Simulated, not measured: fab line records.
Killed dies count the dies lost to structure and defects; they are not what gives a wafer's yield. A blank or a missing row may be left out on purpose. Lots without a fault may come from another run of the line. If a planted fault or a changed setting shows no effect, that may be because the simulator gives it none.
fab line records    flow sfq-line
record: lots: 5  wafers: 23
route steps=325 shown I1@84 M2@92 I2@108 I3@137 M4@152 I4@163 M5@202 R5@218
start-h: hours from the record's opening day to when the first of the lot's shown wafers began    wait-h: time in hours since the lot's previous step    " identical to the entry in the row above    L1.1+2: one row covering several wafers at once    - no value present, or no start provided    * or withheld: withheld    < > ~ a bound
route shown NAME@n: a module of which the file shows steps, and the number in the route of the first    usual: average and standard deviation across the fault-free wafers    same: alike in all rows    chamber/n: place in a boat    sites: per-site readings    _std_site: the standard deviation of these    _edge_site: inner sites' mean taken away from outer sites' mean    radius-mm: for every site, how far away it sits from the centre of the wafer    mask NAME#n: copy n    behind: the most recent tool/chamber to have shaped the wafer    hold: what put the lot on hold/how long, in hours/how the hold closed    device: the transistor (n, p or np) that didn't switch    end of line: the same wafers' tests at the end of the route    a step without rows: its recipe alone    killed: count of dies lost to structure and defects at first sort (not the wafer's yield)    map: a wafer's dies, x killed, . not, _ none there
set.NAME: the setting as run; set.NAME@STEP: as run at that earlier step    model.NAME: the simulator's own value behind a step, which no gauge read
one table per step and one row per wafer, for lots whose settings were changed on purpose
== steps ==
step: SFQ_TRILAYER_I1_VIA_BARC_OPEN_VIA_ETCH_071
recipe: mask-material: PR  chemistry: O2  target-depth-nm: 125  target: BARC  source-w: 500  bias-w: 80  pressure-mtorr: 30  time-s: 41.7
lot.wafer  tool         chamber  start-h  wait-h  set.bias-w  set.resist-thk-nm@TRILAYER_I1_VIA_LITHO_COAT_049  model.KrF_of_TRILAYER_I1_VIA_LITHO_COAT_049.thk-nm
L074.1     rie-diel-01  0        402.58   0.0     76.91       650                                               570.7
L074.2     "            1        "        "       76.91       684.7                                             607.9
L074.3     "            3        "        "       80          650                                               571.3
L074.4     "            2        "        "       80          684.7                                             604
L074.5     "            0        "        "       80          650                                               570.4
L077.1     rie-diel-01  3        426.58   0.0     83.48       661.6                                             583.9
L077.2     "            2        "        "       80          650                                               574.7
L077.3     "            1        "        "       80          661.6                                             583.8
L077.4     "            0        "        "       83.48       661.6                                             582.9
L077.5     "            0        "        "       80          650                                               573
L078.2     rie-diel-02  0        440.94   0.0     80          650                                               575.2
L078.3     "            1        "        "       80          650                                               574.8
L078.4     "            3        "        "       80          677.6                                             601.6
L078.5     "            2        "        "       80          677.6                                             600
L078.6     "            3        "        "       80          677.6                                             603.1
L079.1+5   rie-diel-04  2,0      454.24   0.0     80          650                                               572.9
L079.2     "            0        "        "       80          650                                               573.9
L079.3     "            3        "        "       80          650                                               571.4
L079.6     "            1        "        "       80          650                                               573.1
L081.1     rie-diel-02  2        475.39   0.0     80          650                                               569.9
L081.4     "            1        "        "       80          650                                               571.8
L081.6     "            0        "        "       80          650                                               570.6
step: SFQ_TRILAYER_I1_VIA_ETCH_VIA_ETCH_052
recipe: target: SiO2  stop-on: Nb  mask-material: PR  taper-deg: 20  chemistry: CHF3  target-depth-nm: 260  source-w: 500  bias-w: 80  pressure-mtorr: 30  time-s: withheld
lot.wafer  tool         chamber  start-h  wait-h  set.resist-thk-nm@TRILAYER_I1_VIA_LITHO_COAT_049  model.KrF_of_TRILAYER_I1_VIA_LITHO_COAT_049.thk-nm
L074.1     rie-diel-01  0        402.62   0.0     650                                               525.5
L074.2     "            1        "        "       684.7                                             563.5
L074.3     "            3        "        "       650                                               526.9
L074.4     "            2        "        "       684.7                                             559.2
L074.5     "            0        "        "       650                                               525.1
L077.1     rie-diel-01  3        426.62   0.0     661.6                                             539.2
L077.2     "            2        "        "       650                                               528.9
L077.3     "            1        "        "       661.6                                             538.7
L077.4     "            0        "        "       661.6                                             537.2
L077.5     "            0        "        "       650                                               527.2
L078.2     rie-diel-02  0        440.98   0.0     650                                               531
L078.3     "            1        "        "       650                                               529.8
L078.4     "            3        "        "       677.6                                             556.2
L078.5     "            2        "        "       677.6                                             553.4
L078.6     "            3        "        "       677.6                                             557.4
L079.1     rie-diel-04  2        454.28   0.0     650                                               528.8
L079.2+6   "            0,1      "        "       650                                               529.5
L079.3     "            3        "        "       650                                               526.4
L079.5     "            0        "        "       650                                               528.7
L081.1     rie-diel-02  2        475.43   0.0     650                                               523.8
L081.4     "            1        "        "       650                                               527
L081.6     "            0        "        "       650                                               526.8
step: SFQ_TRILAYER_M2_LITHO_COAT_062
recipe: resist: BARC  spin-rpm: 3000  resist-thk-nm: 62
lot.wafer  tool            chamber  start-h  wait-h  set.spin-rpm  model.BARC_of_TRILAYER_M2_LITHO_COAT_062.thk-nm
L074.1     litho-track-01  0        403.81   0.1     3000          61.84
L074.2     "               0        "        "       3203          59.66
L074.3     "               0        "        "       3000          61.72
L074.4     "               0        "        "       3203          59.8
L074.5     "               0        "        "       3203          59.88
L077.1     litho-track-02  0        427.82   0.1     2910          63.07
L077.2     "               0        "        "       2910          62.78
L077.3     "               0        "        "       3000          61.89
L077.4     "               0        "        "       3000          62.03
L077.5     "               0        "        "       3000          61.93
L078.2     litho-track-01  0        442.81   0.1     3072          61.23
L078.3     "               0        "        "       3072          61.18
L078.4     "               0        "        "       3000          62.13
L078.5     "               0        "        "       3000          62.09
L078.6     "               0        "        "       3072          61.34
L079.1     litho-track-02  0        456.08   0.1     3000          61.84
L079.2+6   "               0        "        "       2815          64.03
L079.3     "               0        "        "       2815          64.1
L079.5     "               0        "        "       3000          62.01
L081.1     litho-track-02  0        476.61   0.1     3000          62.2
L081.4     "               0        "        "       3000          62.06
L081.6     "               0        "        "       3000          61.95
step: SFQ_TRILAYER_M2_ETCH_METAL_ETCH_060
recipe: target: Nb  stop-on: SiO2  mask-material: PR  chemistry: Cl2/Ar  target-depth-nm: 240  icp-w: 600  bias-w: 80  pressure-mtorr: 10  time-s: 120
lot.wafer  tool          chamber  start-h  wait-h  set.icp-w  model.KrF_of_TRILAYER_M2_LITHO_COAT_057.thk-nm
L074.1     rie-metal-02  1        480.00   0.1     600        384
L074.2     "             1        "        "       600        385.1
L074.3     "             1        "        "       600        382.2
L074.4     "             1        "        "       574.9      387.1
L074.5     "             1        "        "       574.9      390.9
L077.1     rie-metal-02  1        508.09   0.0     600        386.5
L077.2     "             0        "        "       600        383.7
L077.3     "             0        "        "       600        386.1
L077.4     "             1        "        "       600        386.4
L077.5     "             1        "        "       600        384.9
L078.2     rie-metal-02  0        520.09   0.0     600        381.5
L078.3     "             1        "        "       600        379.7
L078.4     "             0        "        "       600        381.6
L078.5     "             1        "        "       600        380.9
L078.6     "             0        "        "       600        380.8
L079.1     rie-metal-03  0        530.89   0.0     600        378.7
L079.2     "             1        "        "       532.9      396.5
L079.3     "             0        "        "       600        379.9
L079.5     "             0        "        "       600        380.5
L079.6     "             1        "        "       532.9      394.6
L081.1     rie-metal-03  0        547.75   0.1     600        383.2
L081.4     "             0        "        "       600        383.5
L081.6     "             0        "        "       600        381.7
step: SFQ_TRILAYER_I2_VIA_LITHO_COAT_067
recipe: resist: KrF  spin-rpm: 3000  resist-thk-nm: 650
lot.wafer  tool            chamber  start-h  wait-h  set.spin-rpm  model.KrF_of_TRILAYER_I2_VIA_LITHO_COAT_067.thk-nm
L074.1     litho-track-04  0        487.51   0.2     2804          676.1
L074.2     "               0        "        "       3000          654.5
L074.3     "               0        "        "       3000          654
L074.4     "               0        "        "       2804          675.9
L074.5     "               0        "        "       3000          653.6
L077.1     litho-track-04  0        515.54   0.2     2921          661.1
L077.2     "               0        "        "       3000          650.3
L077.3     "               0        "        "       2921          659.5
L077.4     "               0        "        "       3000          650
L077.5     "               0        "        "       2921          657.6
L078.2     litho-track-02  0        530.59   0.2     3119          637.8
L078.3     "               0        "        "       3000          650.8
L078.4     "               0        "        "       3119          638
L078.5     "               0        "        "       3000          649.7
L078.6     "               0        "        "       3119          637.5
L079.1     litho-track-03  0        545.54   0.2     3000          652.8
L079.2     "               0        "        "       3000          652.6
L079.3     "               0        "        "       3000          648.4
L079.5     "               0        "        "       3075          643.9
L079.6     "               0        "        "       3075          644.2
L081.1     litho-track-02  0        563.91   0.2     3000          648.9
L081.4     "               0        "        "       3000          650.1
L081.6     "               0        "        "       3000          648.3
step: SFQ_TRILAYER_I2_VIA_BARC_OPEN_VIA_ETCH_096
recipe: mask-material: PR  chemistry: O2  target-depth-nm: 125  target: BARC  source-w: 500  bias-w: 80  pressure-mtorr: 30  time-s: 41.7
lot.wafer  tool         chamber  start-h  wait-h  set.bias-w  set.spin-rpm@TRILAYER_I2_VIA_LITHO_COAT_067  model.KrF_of_TRILAYER_I2_VIA_LITHO_COAT_067.thk-nm
L074.1     rie-diel-03  3        558.40   0.0     80          2804                                         598.1
L074.2     "            1        "        "       80          3000                                         577.2
L074.3     "            0        "        "       82.95       3000                                         576.6
L074.4     "            2        "        "       80          2804                                         599.2
L074.5     "            2        "        "       82.95       3000                                         576.8
L077.1     rie-diel-02  1        583.60   0.0     85.72       2921                                         582.3
L077.2     "            0        "        "       85.72       3000                                         573.3
L077.3     "            3        "        "       80          2921                                         582.1
L077.4     "            0        "        "       85.72       3000                                         572.6
L077.5     "            3        "        "       80          2921                                         580.1
L078.2     rie-diel-02  1        600.40   0.0     86.24       3119                                         559.9
L078.3     "            2        "        "       86.24       3000                                         570.8
L078.4     "            3        "        "       80          3119                                         560.9
L078.5     "            2        "        "       86.24       3000                                         569.3
L078.6     "            3        "        "       80          3119                                         560.4
L079.1     rie-diel-01  0        612.40   0.0     70.76       3000                                         576.6
L079.2     "            1        "        "       70.76       3000                                         577.5
L079.3     "            3        "        "       80          3000                                         571.2
L079.5     "            1        "        "       70.76       3075                                         568.9
L079.6     "            3        "        "       80          3075                                         566.8
L081.1     rie-diel-02  2        628.10   0.0     80          3000                                         570.2
L081.4     "            0        "        "       80          3000                                         573.6
L081.6     "            1        "        "       80          3000                                         570.8
step: SFQ_TRILAYER_I2_VIA_ETCH_VIA_ETCH_070
recipe: target: SiO2  stop-on: Nb  mask-material: PR  taper-deg: 20  chemistry: CHF3  target-depth-nm: 260  source-w: 500  bias-w: 80  pressure-mtorr: 30  time-s: withheld
lot.wafer  tool         chamber  start-h  wait-h  set.spin-rpm@TRILAYER_I2_VIA_LITHO_COAT_067  model.KrF_of_TRILAYER_I2_VIA_LITHO_COAT_067.thk-nm
L074.1     rie-diel-03  3        558.44   0.0     2804                                         552.4
L074.2     "            1        "        "       3000                                         532.2
L074.3     "            0        "        "       3000                                         531.9
L074.4     "            2        "        "       2804                                         555.1
L074.5     "            2        "        "       3000                                         532.3
L077.1     rie-diel-02  1        583.64   0.0     2921                                         537.1
L077.2     "            0        "        "       3000                                         529.2
L077.3     "            3        "        "       2921                                         536.6
L077.4     "            0        "        "       3000                                         528.4
L077.5     "            3        "        "       2921                                         534.4
L078.2     rie-diel-02  1        600.44   0.0     3119                                         515.2
L078.3     "            2        "        "       3000                                         524.6
L078.4     "            3        "        "       3119                                         515.9
L078.5     "            2        "        "       3000                                         523.4
L078.6     "            3        "        "       3119                                         515.3
L079.1     rie-diel-01  0        612.44   0.0     3000                                         530.7
L079.2     "            1        "        "       3000                                         532.3
L079.3     "            3        "        "       3000                                         526.3
L079.5     "            1        "        "       3075                                         523.8
L079.6     "            3        "        "       3075                                         521.8
L081.1     rie-diel-02  2        628.14   0.0     3000                                         523.9
L081.4     "            0        "        "       3000                                         529.5
L081.6     "            1        "        "       3000                                         525.8
step: SFQ_TRILAYER_I3_VIA_LITHO_COAT_090
recipe: resist: BARC  spin-rpm: 3000  resist-thk-nm: 62
lot.wafer  tool            chamber  start-h  wait-h  set.spin-rpm  model.BARC_of_TRILAYER_I3_VIA_LITHO_COAT_090.thk-nm
L074.1     litho-track-02  0        643.84   1.0     3000          62.54
L074.2     "               0        "        "       3072          61.56
L074.3     "               0        "        "       3000          62.48
L074.4     "               0        "        "       3000          62.21
L074.5     "               0        "        "       3072          61.83
L077.1     litho-track-03  0        671.04   1.0     3000          61.86
L077.2     "               0        "        "       3000          62.1
L077.3     "               0        "        "       3000          61.88
L077.4     "               0        "        "       3000          61.92
L077.5     "               0        "        "       3000          61.83
L078.2     litho-track-03  0        686.09   0.8     3000          61.96
L078.3     "               0        "        "       3198          60.24
L078.4     "               0        "        "       3000          62.18
L078.5     "               0        "        "       3000          62.05
L078.6     "               0        "        "       3198          60.13
L079.1     litho-track-03  0        701.04   1.0     2929          62.68
L079.2     "               0        "        "       3000          61.84
L079.3     "               0        "        "       2929          62.48
L079.5     "               0        "        "       3000          61.95
L079.6     "               0        "        "       2929          62.47
L081.1     litho-track-03  0        717.88   1.0     3000          62.08
L081.4     "               0        "        "       3000          62.13
L081.6     "               0        "        "       3000          62.16
step: SFQ_TRILAYER_M4_LITHO_COAT_098
recipe: resist: BARC  spin-rpm: 3000  resist-thk-nm: 62
lot.wafer  tool            chamber  start-h  wait-h  set.spin-rpm  model.BARC_of_TRILAYER_M4_LITHO_COAT_098.thk-nm
L074.1     litho-track-01  0        758.85   0.1     3000          62.31
L074.2     "               0        "        "       3000          62.25
L074.3     "               0        "        "       3000          62.28
L074.4     "               0        "        "       3000          62.37
L074.5     "               0        "        "       3000          62.14
L077.1     litho-track-04  0        786.45   0.1     2931          62.95
L077.2     "               0        "        "       3000          61.96
L077.3     "               0        "        "       3000          62.1
L077.4     "               0        "        "       2931          62.59
L077.5     "               0        "        "       3000          62.06
L078.2     litho-track-02  0        800.42   0.1     3000          61.58
L078.3     "               0        "        "       2883          63.05
L078.4     "               0        "        "       2883          62.9
L078.5     "               0        "        "       3000          61.76
L078.6     "               0        "        "       2883          62.98
L079.1     litho-track-01  0        815.60   0.1     3000          62.01
L079.2     "               0        "        "       3000          61.87
L079.3     "               0        "        "       3000          62.02
L079.5     "               0        "        "       3000          61.96
L079.6     "               0        "        "       3000          61.7
L081.1     litho-track-04  0        840.37   0.1     3000          62.05
L081.4     "               0        "        "       3000          62.18
L081.6     "               0        "        "       3000          62.07
step: SFQ_TRILAYER_I4_DEP_PECVD_099
recipe: material: SiO2  temp-c: 150  time-s: 111.11  pressure-torr: 2.4  rf-w: 183.3  precursor: SiH4/N2O  target-thk-nm: 500
lot.wafer  tool      chamber  start-h  wait-h  set.time-s  model.SiO2_of_TRILAYER_I4_DEP_PECVD_099.thk-nm
L074.1     pecvd-03  2        878.51   0.0     125.4       568.3
L074.2     "         1        "        "       125.4       558.8
L074.3     "         0        "        "       111.11      504
L074.4     "         0        "        "       111.11      511.5
L074.5     "         1        "        "       125.4       568.4
L077.1     pecvd-01  2        911.91   0.0     103.6       460.8
L077.2     "         1        "        "       111.11      487.9
L077.3     "         0        "        "       103.6       455.5
L077.4     "         0        "        "       111.11      491.5
L077.5     "         2        "        "       103.6       470.1
L078.2     pecvd-01  0        925.11   0.0     106.1       465.9
L078.3     "         2        "        "       111.11      493.7
L078.4     "         1        "        "       106.1       468.6
L078.5     "         0        "        "       111.11      499.1
L078.6     "         2        "        "       106.1       477.7
L079.1     pecvd-04  1        939.51   0.0     94.89       430.2
L079.2     "         0        "        "       94.89       422.2
L079.3     "         2        "        "       111.11      494.7
L079.5     "         0        "        "       94.89       426.3
L079.6     "         1        "        "       111.11      506.5
L081.1     pecvd-03  2        960.83   0.0     111.11      509.8
L081.4     "         1        "        "       111.11      511
L081.6     "         0        "        "       111.11      514.9
step: SFQ_TRILAYER_I4_CMP_CMP_100
recipe: material: SiO2  down-force-psi: 3  platen-rpm: 60  pad-velocity-m-s: 0.94248
usual: time-to-endpoint-s: 217/9.2
lot.wafer  tool    chamber  start-h  wait-h  set.time-s@TRILAYER_I4_DEP_PECVD_099  time-to-endpoint-s
L074.4     cmp-01  1        919.87   41.3    111.11                                217
L074.2     "       2        "        "       125.4                                 267
L074.3     "       3        "        "       111.11                                222
L074.1     "       0        "        "       125.4                                 280
L074.5     "       1        "        "       125.4                                 258
L077.4     cmp-01  0        952.87   40.9    111.11                                222
L077.2     "       1        "        "       111.11                                208
L077.1     "       2        "        "       103.6                                 194
L077.3     "       3        "        "       103.6                                 202
L077.5     "       1        955.37   43.4    103.6                                 195
L078.2     cmp-01  0        964.87   39.7    106.1                                 205
L078.4     "       1        "        "       106.1                                 197
L078.3     "       3        966.37   41.2    111.11                                228
L078.6     "       0        "        "       106.1                                 206
L078.5     "       1        "        "       111.11                                211
L079.3     cmp-02  1        983.63   44.1    111.11                                205
L079.1     "       3        984.63   45.1    94.89                                 162
L079.2     "       0        "        "       94.89                                 156
L079.6     "       1        "        "       111.11                                218
L079.5     "       2        "        "       94.89                                 171
L081.4     cmp-01  2        1004.87  44.0    111.11                                228
L081.1     "       3        "        "       111.11                                231
L081.6     "       0        "        "       111.11                                230
step: SFQ_TRILAYER_I4_VIA_LITHO_COAT_103
recipe: resist: KrF  spin-rpm: 3000  resist-thk-nm: 650
lot.wafer  tool            chamber  start-h  wait-h  set.spin-rpm  model.KrF_of_TRILAYER_I4_VIA_LITHO_COAT_103.thk-nm
L074.1     litho-track-02  0        924.49   0.2     3142          636.6
L074.2     "               0        "        "       3142          636.7
L074.3     "               0        "        "       3000          649.8
L074.4     "               0        "        "       3142          636.5
L074.5     "               0        "        "       3000          649.3
L077.1     litho-track-03  0        957.49   0.2     3000          650.1
L077.2     "               0        "        "       3199          631
L077.3     "               0        "        "       3000          649.8
L077.4     "               0        "        "       3199          632.2
L077.5     "               0        "        "       3199          630.8
L078.2+3   litho-track-03  0        969.54   0.2     3000          653.6
L078.4     "               0        "        "       3000          652.5
L078.5     "               0        "        "       3163          635.3
L078.6     "               0        "        "       3163          635.9
L079.1     litho-track-03  0        988.25   0.2     3000          649.7
L079.2     "               0        "        "       3000          651.5
L079.3     "               0        "        "       3000          649
L079.5     "               0        "        "       3000          648.7
L079.6     "               0        "        "       3000          650.3
L081.1     litho-track-04  0        1008.49  0.2     3000          652.4
L081.4     "               0        "        "       3000          652.8
L081.6     "               0        "        "       3000          651.5
step: SFQ_TRILAYER_I4_VIA_LITHO_SOFTBAKE_107
recipe: temp-c: withheld  time-s: withheld  resist: KrF
step: SFQ_TRILAYER_I4_VIA_LITHO_EXPOSE_104
recipe: mask-id: I4  na: 0.6  source-shape: conventional  sigma-outer: 0.65  target-cd-nm: 700  dose-mj: 21.3
step: SFQ_TRILAYER_I4_VIA_LITHO_DEVELOP_105
recipe: time-s: 60  resist: KrF
step: SFQ_TRILAYER_I4_VIA_BARC_OPEN_VIA_ETCH_146
recipe: mask-material: PR  chemistry: O2  target-depth-nm: 125  target: BARC  source-w: 500  bias-w: 80  pressure-mtorr: 30  time-s: 41.7
lot.wafer  tool         chamber  start-h  wait-h  set.spin-rpm@TRILAYER_I4_VIA_LITHO_COAT_103  model.KrF_of_TRILAYER_I4_VIA_LITHO_COAT_103.thk-nm
L074.1     rie-diel-03  2        955.00   0.0     3142                                         559.1
L074.2     "            0        "        "       3142                                         559.4
L074.3     "            1        "        "       3000                                         572.3
L074.4     "            2        "        "       3142                                         558.8
L074.5     "            1        "        "       3000                                         571.5
L077.1     rie-diel-04  0        986.30   0.0     3000                                         574.1
L077.2     "            3        "        "       3199                                         554.2
L077.3     "            2        "        "       3000                                         572.3
L077.4     "            1        "        "       3199                                         554.8
L077.5     "            2        "        "       3199                                         553.6
L078.2     rie-diel-01  1        995.45   0.0     3000                                         577.2
L078.3     "            0        "        "       3000                                         575.8
L078.4     "            3        "        "       3000                                         576.1
L078.5     "            0        "        "       3163                                         557.8
L078.6     "            1        "        "       3163                                         559.2
L079.1     rie-diel-01  1        1015.65  0.0     3000                                         572.7
L079.2     "            3        "        "       3000                                         574.3
L079.3     "            0        "        "       3000                                         571.2
L079.5     "            1        "        "       3000                                         571.7
L079.6     "            2        "        "       3000                                         573.9
L081.1     rie-diel-04  1        1034.85  0.0     3000                                         574.9
L081.4     "            3        "        "       3000                                         576.3
L081.6     "            0        "        "       3000                                         575.3
step: SFQ_TRILAYER_M5_LITHO_PEB_126
recipe: peb-temp-c: 115  peb-time-s: 60  resist: KrF
lot.wafer       tool            chamber  start-h  wait-h  set.peb-temp-c
L074.1+4+5      litho-track-01  0        1094.14  1.0     111.4
L074.2+3        "               0        "        "       115
L077.1+2+3+4+5  litho-track-02  0        1114.54  1.0     115
L078.2+3+4+5+6  litho-track-01  0        1120.56  0.8     115
L079.1+2        litho-track-01  0        1136.14  1.0     117.7
L079.3+5+6      "               0        "        "       115
L081.1+4+6      litho-track-02  0        1148.99  1.0     115
step: SFQ_TRILAYER_M5_LITHO_DEVELOP_125
recipe: time-s: 60  resist: KrF
step: SFQ_TRILAYER_M5_BARC_OPEN_METAL_ETCH_161
recipe: mask-material: PR  chemistry: O2  target-depth-nm: 125  target: BARC  icp-w: 600  bias-w: 80  pressure-mtorr: 10  time-s: 41.7
lot.wafer  tool          chamber  start-h  wait-h  set.peb-temp-c@TRILAYER_M5_LITHO_PEB_126  model.M5.cd-nm
L074.1     rie-metal-03  0        1094.48  0.0     111.4                                     777.2
L074.2     "             1        "        "       115                                       699.2
L074.3     "             1        "        "       115                                       699.1
L074.4     "             0        "        "       111.4                                     777.6
L074.5     "             1        "        "       111.4                                     777.4
L077.1     rie-metal-01  0        1114.88  0.0     115                                       700.7
L077.2     "             0        "        "       115                                       699.7
L077.3     "             0        "        "       115                                       699.4
L077.4     "             0        "        "       115                                       699.9
L077.5     "             0        "        "       115                                       700.1
L078.2     rie-metal-03  1        1120.88  0.0     115                                       697.2
L078.3     "             0        "        "       115                                       699.4
L078.4     "             1        "        "       115                                       698.2
L078.5     "             0        "        "       115                                       698.4
L078.6     "             1        "        "       115                                       697.4
L079.1     rie-metal-01  0        1136.48  0.0     117.7                                     656.2
L079.2     "             1        "        "       117.7                                     656.8
L079.3     "             0        "        "       115                                       703.3
L079.5     "             0        "        "       115                                       700.7
L079.6     "             1        "        "       115                                       701.9
L081.1     rie-metal-01  0        1149.33  0.0     115                                       699.5
L081.4     "             1        "        "       115                                       699.6
L081.6     "             1        "        "       115                                       699.2
step: SFQ_TRILAYER_R5_LITHO_COAT_136
recipe: resist: KrF  spin-rpm: 3000  resist-thk-nm: 600
lot.wafer       tool            chamber  start-h  wait-h  set.resist-thk-nm
L074.1+2+3+4+5  litho-track-04  0        1145.04  0.2     600
L077.1+3+5      litho-track-01  0        1163.92  0.2     600
L077.2+4        "               0        "        "       577
L078.2+3+4+5+6  litho-track-01  0        1169.97  0.2     600
L079.1+3+5      litho-track-04  0        1184.92  0.2     620.7
L079.2+6        "               0        "        "       600
L081.1+4+6      litho-track-01  0        1198.03  0.2     600
== key ==
split: step: SFQ_TRILAYER_I1_VIA_BARC_OPEN_VIA_ETCH_071  setting: bias-w  stated: 80  by: wafer
response none clear
split: step: SFQ_TRILAYER_M2_LITHO_COAT_062  setting: spin-rpm  stated: 3000  by: wafer
response: step: SFQ_TRILAYER_M2_LITHO_COAT_062  reading: model.BARC_of_TRILAYER_M2_LITHO_COAT_062.thk-nm  change: -0.321  per: 1%  r: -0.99
split: step: SFQ_TRILAYER_M2_ETCH_METAL_ETCH_060  setting: icp-w  stated: 600  by: wafer
response: step: SFQ_TRILAYER_M2_ETCH_METAL_ETCH_060  reading: model.KrF_of_TRILAYER_M2_LITHO_COAT_057.thk-nm  change: -1.4  per: 1%  r: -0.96
split: step: SFQ_TRILAYER_I2_VIA_LITHO_COAT_067  setting: spin-rpm  stated: 3000  by: wafer
response: step: SFQ_TRILAYER_I2_VIA_LITHO_COAT_067  reading: model.KrF_of_TRILAYER_I2_VIA_LITHO_COAT_067.thk-nm  change: -3.28  per: 1%  r: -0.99
response: step: SFQ_TRILAYER_I2_VIA_BARC_OPEN_VIA_ETCH_096  reading: model.KrF_of_TRILAYER_I2_VIA_LITHO_COAT_067.thk-nm  change: -3.09  per: 1%  r: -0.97
response: step: SFQ_TRILAYER_I2_VIA_ETCH_VIA_ETCH_070  reading: model.KrF_of_TRILAYER_I2_VIA_LITHO_COAT_067.thk-nm  change: -2.95  per: 1%  r: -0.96
split: step: SFQ_TRILAYER_I2_VIA_BARC_OPEN_VIA_ETCH_096  setting: bias-w  stated: 80  by: wafer
response none clear
split: step: SFQ_TRILAYER_I3_VIA_LITHO_COAT_090  setting: spin-rpm  stated: 3000  by: wafer
response: step: SFQ_TRILAYER_I3_VIA_LITHO_COAT_090  reading: model.BARC_of_TRILAYER_I3_VIA_LITHO_COAT_090.thk-nm  change: -0.285  per: 1%  r: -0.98
split: step: SFQ_TRILAYER_M4_LITHO_COAT_098  setting: spin-rpm  stated: 3000  by: wafer
response: step: SFQ_TRILAYER_M4_LITHO_COAT_098  reading: model.BARC_of_TRILAYER_M4_LITHO_COAT_098.thk-nm  change: -0.33  per: 1%  r: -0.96
split: step: SFQ_TRILAYER_I4_DEP_PECVD_099  setting: time-s  stated: 111.11  by: wafer
response: step: SFQ_TRILAYER_I4_DEP_PECVD_099  reading: model.SiO2_of_TRILAYER_I4_DEP_PECVD_099.thk-nm  change: +4.78  per: 1%  r: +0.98
response: step: SFQ_TRILAYER_I4_CMP_CMP_100  reading: time-to-endpoint-s  change: *  per: 1%  r: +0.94
split: step: SFQ_TRILAYER_I4_VIA_LITHO_COAT_103  setting: spin-rpm  stated: 3000  by: wafer
response: step: SFQ_TRILAYER_I4_VIA_LITHO_COAT_103  reading: model.KrF_of_TRILAYER_I4_VIA_LITHO_COAT_103.thk-nm  change: -2.92  per: 1%  r: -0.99
response: step: SFQ_TRILAYER_I4_VIA_BARC_OPEN_VIA_ETCH_146  reading: model.KrF_of_TRILAYER_I4_VIA_LITHO_COAT_103.thk-nm  change: -2.96  per: 1%  r: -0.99
split: step: SFQ_TRILAYER_M5_LITHO_PEB_126  setting: peb-temp-c  stated: 115  by: wafer
response: step: SFQ_TRILAYER_M5_BARC_OPEN_METAL_ETCH_161  reading: model.M5.cd-nm  change: -23  per: 1%  r: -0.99
split: step: SFQ_TRILAYER_R5_LITHO_COAT_136  setting: resist-thk-nm  stated: 600  by: wafer
response none in this file
split outside-this-file step=SFQ_TRILAYER_I1_VIA_LITHO_COAT_049 setting=resist-thk-nm
split outside-this-file: this setting was split too, and the file shows its column; the key of that split is in another file
